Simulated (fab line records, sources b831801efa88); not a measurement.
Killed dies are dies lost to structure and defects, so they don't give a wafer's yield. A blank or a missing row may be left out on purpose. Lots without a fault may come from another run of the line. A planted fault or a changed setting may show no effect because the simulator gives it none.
Which tool did it? | flow gf180mcu | 12 lots, 36 wafers sampled, at 5 steps of a route of 602

WHAT THE GAUGES READ, wafer by wafer
GF_V3_CD_MEAS_14: target cd 260 nm.
lot  | measured     | on        | cd_nm (nm)
L623 | day 22 03:05 | cd_sem-02 | 257.3 258.2 257.8
L624 | day 22 17:44 | cd_sem-01 | 260.5 260.9 260.5
L625 | day 22 23:40 | cd_sem-01 | 261.5 262.2 261.4
L627 | day 23 20:45 | cd_sem-01 | 259.2 260.7 259.6
L628 | day 24 09:14 | cd_sem-01 | 259.6 260.7 261.3
L629 | day 24 19:54 | cd_sem-01 | 258.7 259.9 258.8
L635 | day 26 11:39 | cd_sem-02 | 255.9 256.9 256.3
L638 | day 27 09:53 | cd_sem-01 | 256.2 254.6 254.0
L640 | day 28 01:16 | cd_sem-01 | 259.5 259.3 259.0
L642 | day 28 15:49 | cd_sem-02 | 259.8 261.2 261.0
L644 | day 29 00:25 | cd_sem-01 | 260.5 260.3 258.9
L645 | day 29 08:29 | cd_sem-01 | 260.2 261.0 260.4

WHICH TOOL RAN EACH LOT (tool, then ch and the chambers of the sampled wafers, then the start)
lot  | GF_M3_SPUTTER_01             | GF_M3_SPUTTER_04             | GF_M3_METAL_ETCH_16               | GF_V3_PEB_12
L623 | pvd_sputter-03, day 20 02:37 | pvd_sputter-03, day 20 02:42 | rie_metal-03 ch 0,1, day 21 02:30 | litho_track-02 ch 0, day 22 02:46
L624 | pvd_sputter-03, day 20 17:10 | pvd_sputter-03, day 20 17:15 | rie_metal-04 ch 0,1, day 21 16:36 | litho_track-02 ch 0, day 22 17:25
L625 | pvd_sputter-04, day 20 22:37 | pvd_sputter-04, day 20 22:41 | rie_metal-02 ch 0,1, day 21 22:31 | litho_track-03 ch 0, day 22 23:19
L627 | pvd_sputter-02, day 21 21:10 | pvd_sputter-02, day 21 21:14 | rie_metal-04 ch 0,1, day 22 20:31 | litho_track-01 ch 0, day 23 20:24
L628 | pvd_sputter-02, day 22 10:28 | pvd_sputter-02, day 22 10:32 | rie_metal-04 ch 0,1, day 23 09:41 | litho_track-02 ch 0, day 24 08:55
L629 | pvd_sputter-03, day 22 21:26 | pvd_sputter-03, day 22 21:31 | rie_metal-02 ch 1, day 23 20:16   | litho_track-02 ch 0, day 24 19:33
L635 | pvd_sputter-02, day 24 16:40 | pvd_sputter-02, day 24 16:44 | rie_metal-04 ch 0, day 25 14:04   | litho_track-02 ch 0, day 26 11:18
L638 | pvd_sputter-03, day 25 15:14 | pvd_sputter-03, day 25 15:19 | rie_metal-03 ch 0,1, day 26 12:14 | litho_track-02 ch 0, day 27 09:34
L640 | pvd_sputter-03, day 26 07:25 | pvd_sputter-03, day 26 07:29 | rie_metal-03 ch 1, day 27 03:43   | litho_track-01 ch 0, day 28 00:56
L642 | pvd_sputter-02, day 26 21:52 | pvd_sputter-02, day 26 21:56 | rie_metal-02 ch 0, day 27 18:27   | litho_track-03 ch 0, day 28 15:28
L644 | pvd_sputter-04, day 27 07:13 | pvd_sputter-04, day 27 07:17 | rie_metal-03 ch 0,1, day 28 03:34 | litho_track-03 ch 0, day 29 00:04
L645 | pvd_sputter-02, day 27 16:49 | pvd_sputter-02, day 27 16:53 | rie_metal-03 ch 0, day 28 12:06   | litho_track-03 ch 0, day 29 08:02
- GF_M3_SPUTTER_01: material TiN, target thk 30 nm, time 25 s.
- GF_M3_SPUTTER_04: material TiN, target thk 50 nm, time 41.7 s.
- GF_M3_METAL_ETCH_16: etches the open film in Cl2/BCl3, stops on SiO2, target depth 627.5 nm, time 104.6 s.
- GF_V3_PEB_12: peb time 90 s.

WHAT THE TOOLS THEMSELVES READ (means of the sampled wafers that have a number; where no wafer has one, the mark that the record gives instead)
GF_M3_SPUTTER_01.
lot  | tool           | throttle_valve_pct (%)
L623 | pvd_sputter-03 | 30.4
L624 | pvd_sputter-03 | 29.8
L625 | pvd_sputter-04 | 29.9
L627 | pvd_sputter-02 | 29.1
L628 | pvd_sputter-02 | 29.2
L629 | pvd_sputter-03 | 29.5
L635 | pvd_sputter-02 | 30.3
L638 | pvd_sputter-03 | 30.0
L640 | pvd_sputter-03 | 29.5
L642 | pvd_sputter-02 | 31.5
L644 | pvd_sputter-04 | 29.0
L645 | pvd_sputter-02 | 30.5

GF_M3_SPUTTER_04.
lot  | tool           | throttle_valve_pct (%)
L623 | pvd_sputter-03 | 30.5
L624 | pvd_sputter-03 | 29.9
L625 | pvd_sputter-04 | 29.7
L627 | pvd_sputter-02 | 29.2
L628 | pvd_sputter-02 | 29.0
L629 | pvd_sputter-03 | 29.7
L635 | pvd_sputter-02 | 30.5
L638 | pvd_sputter-03 | 30.1
L640 | pvd_sputter-03 | 29.5
L642 | pvd_sputter-02 | 31.5
L644 | pvd_sputter-04 | 28.9
L645 | pvd_sputter-02 | 30.4

GF_M3_METAL_ETCH_16.
lot  | tool         | chamber_pressure_mTorr (mTorr) | drypump_motor_current_A (A) | mfc_cl2_sccm (sccm) | oes_product_au (a.u.) | rf_fwd_power_W (W) | throttle_valve_pct (%)
L623 | rie_metal-03 | 7.993                          | 6.5                         | 80.12               | 0.975                 | 795.6              | 28.241
L624 | rie_metal-04 | 7.994                          | 5.5                         | 79.84               | 0.979                 | 797.5              | 28.238
L625 | rie_metal-02 | 7.995                          | 5.9                         | 79.74               | 0.975                 | 793.8              | 28.244
L627 | rie_metal-04 | 8.000                          | 5.5                         | 80.14               | 0.973                 | 796.1              | 28.249
L628 | rie_metal-04 | 8.002                          | 5.3                         | 80.03               | 0.977                 | 795.4              | 28.248
L629 | rie_metal-02 | 7.994                          | 6.2                         | 80.22               | 0.969                 | 796.3              | 28.250
L635 | rie_metal-04 | 8.006                          | 5.1                         | 80.04               | 0.977                 | 794.7              | 28.242
L638 | rie_metal-03 | 7.997                          | 6.5                         | 79.89               | 0.966                 | 795.7              | 28.258
L640 | rie_metal-03 | 7.991                          | 6.6                         | 80.00               | 0.971                 | 793.9              | 28.255
L642 | rie_metal-02 | 7.995                          | 5.4                         | 80.20               | 0.972                 | 795.8              | 28.254
L644 | rie_metal-03 | 7.999                          | 6.3                         | 79.77               | 0.970                 | 795.8              | 28.246
L645 | rie_metal-03 | 7.997                          | 6.1                         | 79.67               | 0.973                 | 798.7              | 28.244

GF_V3_PEB_12.
lot  | tool           | heater_power_total_W (W)
L623 | litho_track-02 | 85.59
L624 | litho_track-02 | 85.81
L625 | litho_track-03 | 85.72
L627 | litho_track-01 | 85.61
L628 | litho_track-02 | 85.66
L629 | litho_track-02 | 85.75
L635 | litho_track-02 | 90.09
L638 | litho_track-02 | 90.07
L640 | litho_track-01 | 85.65
L642 | litho_track-03 | 85.74
L644 | litho_track-03 | 85.68
L645 | litho_track-03 | 85.72

THE ANSWER, worked out from the rows above alone
Rule: what is usual is taken from the lots themselves. Put in order of their means at a reading, lots are off if they are a third of the lots or fewer, leave a main group of 4 or more, and stand apart from it by a gap of 3 or more times the standard deviation of the main group's means; of several such gaps the widest counts. A main group whose means are all the same, to the digits that the tables above print for the reading, isn't used. A lot without any number at a reading at which 4 lots or more have one is off too. The other lots that the step has rows for count as sound. The gauges are gone through in route order, then the tools' own readings, and for those a lot's mean is taken as printed above. The first step at which some lot is off is used, and at that step the reading that is off furthest; a lot without a number counts as furthest.
Off: L635, L638, at GF_V3_PEB_12 (heater_power_total_W). The main group: mean 85.69 W, standard deviation 0.064.
A tool fits if, at that step or a process step before it, it ran every lot that is off, and no sound lot after the first of them. One fits: litho_track-02 at GF_V3_PEB_12. Its last sound lot is L629 (day 24 19:33), its first lot that is off L635 (day 26 11:18): a fault that began between those two fits.
The tool's own readings at GF_V3_PEB_12 bear it out: on the lots that are off they differ by more than 5 times the standard deviation of the sound lots' means. heater_power_total_W reads 90.08 W there against 85.69 W on the sound lots.

WHAT THE SIMULATOR HAD PUT IN
Process parameter drift: litho_track-02, from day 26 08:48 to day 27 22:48, at GF_V3_PEB_12. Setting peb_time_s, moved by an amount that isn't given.
Lots struck among those shown: L635, L638. The rule above found the same.
